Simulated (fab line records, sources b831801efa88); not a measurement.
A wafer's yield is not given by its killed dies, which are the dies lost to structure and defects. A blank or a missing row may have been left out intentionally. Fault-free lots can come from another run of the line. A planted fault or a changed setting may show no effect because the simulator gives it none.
Problem report in the 8D (eight disciplines) form, filled by code    flow sky130    the parts of the form that need people (team, actions taken, sign-off) are left out

1. WHAT WENT WRONG
beam_energy_keV at SKY_VT_ADJUST_HVTP_IMPLANT_09 reads a mean of 157.28 on 6 wafers of 2 lots; wafers without a fault read 150.00 with a standard deviation of 0.042. So: +99 or more standard deviations from the usual mean.
The first sign was on wafer L669.1 at day 7 13:44, on implanter-02. At this step, 36 wafers from 12 lots have a number in the record. Rule for "out" (also "out of limits"): further than 4 standard deviations from the usual mean. Any other wafer with a number is counted as sound.

2. WHAT IT IS, AND WHAT IT ISN'T
question                     is                      is not
which readings at this step  beam_energy_keV         -
which lots                   L669, L670              L663, L664, L665, L679, L680, L681, L682, L683, L684, L686
which wafers of those lots   all that have a number  -
read on which tools          implanter-02            implanter-03, implanter-04
when                         from day 7 13:44        up to then (9 sound wafers); but 21 sound wafers of L679, L680, L681, L682, L683, L684, L686 came after

3. SUSPECTS, AND WHAT RULES EACH OUT
Counting: a tool stays on the suspect list if, at a process step up to the reading, it processed all lots that are out and no sound lot following the first of them.
- implanter-02 at SKY_VT_ADJUST_HVTP_IMPLANT_09: ruled out as a lasting fault. Following L669 (day 7 13:44), the first lot on it that is out, the sound lots L684, L686 were run on it.
Left after counting: nothing in the record.

4. THE CAUSE (what the simulator had put in)
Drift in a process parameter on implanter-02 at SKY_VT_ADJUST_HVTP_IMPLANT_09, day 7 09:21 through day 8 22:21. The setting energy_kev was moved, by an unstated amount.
Counting ruled it out, wrongly.

5. THE CHAIN OF EFFECTS, in route order
Each row: a reading whose mean over the struck wafers that have a number lies more than 3 standard deviations from the usual. Readings are gone through only where the record gives a usual standard deviation; hours: the median, over the lots, of the time from a lot's start at the first step in this table giving one to that lot's start at this step; sigmas: the change measured in usual standard deviations.
hours  step                           reading          usual   on struck wafers  change  sigmas
0      SKY_VT_ADJUST_HVTP_IMPLANT_09  beam_energy_keV  150.00  157.28            +7.28   +99 or more
The process steps in it:
- SKY_VT_ADJUST_HVTP_IMPLANT_09

6. HOW IT WOULD HAVE BEEN CAUGHT EARLIER
In this record no reading fell out of limits until day 7 13:44, 4 hours after the fault had begun at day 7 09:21.
